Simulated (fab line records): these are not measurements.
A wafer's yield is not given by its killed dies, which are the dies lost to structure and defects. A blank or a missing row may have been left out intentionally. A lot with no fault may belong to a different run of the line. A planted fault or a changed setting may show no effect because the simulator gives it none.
A single fault, viewed from 2 desks + flow sfq-line + numbers are kept per desk, each desk with only its own; the story behind them comes last

== METROLOGY DESK ==
Lot by lot, what the gauges showed, no matter which tool ran the lot: averages of those sampled wafers that carry a number. Any lot whose mean is over 4 standard deviations away from the usual mean is out of limits and marked OUT; that distance is given in the brackets.
Columns: A = I2_BOW at SFQ_I2_BOW_MEAS_917, usual 2 um
| lot  | first seen here | A   |
|------|-----------------|-----|
| L547 | day 32 14:55    | -4  |
| L548 | day 32 20:55    | 8   |
| L549 | day 33 05:18    | -13 |
| L550 | day 33 23:35    | 2   |
| L551 | day 34 06:40    | -5  |
| L553 | day 37 00:41    | 15  |
| L554 | day 37 01:58    | -2  |
| L555 | day 37 06:40    | 1   |
| L556 | day 37 12:40    | 4   |
| L557 | day 38 01:56    | 9   |
| L558 | day 38 13:56    | -13 |
| L560 | day 39 01:17    | -2  |
| L567 | day 41 14:17    | 2   |
| L568 | day 41 23:12    | 6   |
This desk's verdict: no lot among the 14 shows anything out of limits.

== FOR THE TOOL OWNER'S DESK: litho-track-01 ==
The tool's own readings at SFQ_TRILAYER_L0_VIA_LITHO_COAT_013 (resist thk 650 nm): means of the sampled wafers that have a number, for each lot that ran on this tool. Any lot whose mean is over 4 standard deviations away from the usual mean is out of limits and marked OUT; that distance is given in the brackets.
Columns: A = spin-speed-rpm at SFQ_TRILAYER_L0_VIA_LITHO_COAT_013, usual 3000.1 rpm
| lot  | first seen here | A                        |
|------|-----------------|--------------------------|
| L555 | day 6 20:11     | 3000.1                   |
| L556 | day 7 03:23     | 3001.8                   |
| L558 | day 7 14:53     | 2524.7 (-99 or more) OUT |
| L560 | day 8 03:23     | 2521.0 (-99 or more) OUT |
| L568 | day 10 13:31    | 2999.6                   |
This desk finds L558, L560 out of limits, L558 being first, at day 7 14:53 (spin-speed-rpm at SFQ_TRILAYER_L0_VIA_LITHO_COAT_013). Within limits: L555, L556, L568.

== BROUGHT TOGETHER ==
The tool owner's desk had the chance to raise an alarm at day 7 14:53 on L558, L560.
Metrology desk: nothing out of limits seen.
The metrology desk holds a record of L558, L560, inside its limits.
The lots listed all ran SFQ_TRILAYER_L0_VIA_LITHO_COAT_013 on litho-track-01.

== WHAT WAS PUT IN BY THE SIMULATOR ==
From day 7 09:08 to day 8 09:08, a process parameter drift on litho-track-01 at SFQ_TRILAYER_L0_VIA_LITHO_COAT_013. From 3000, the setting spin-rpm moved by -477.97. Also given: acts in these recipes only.
Lots struck among those shown: L558, L560.
Time in hours from fault onset to the first out-of-limits reading at each desk: the tool owner's desk, 6.
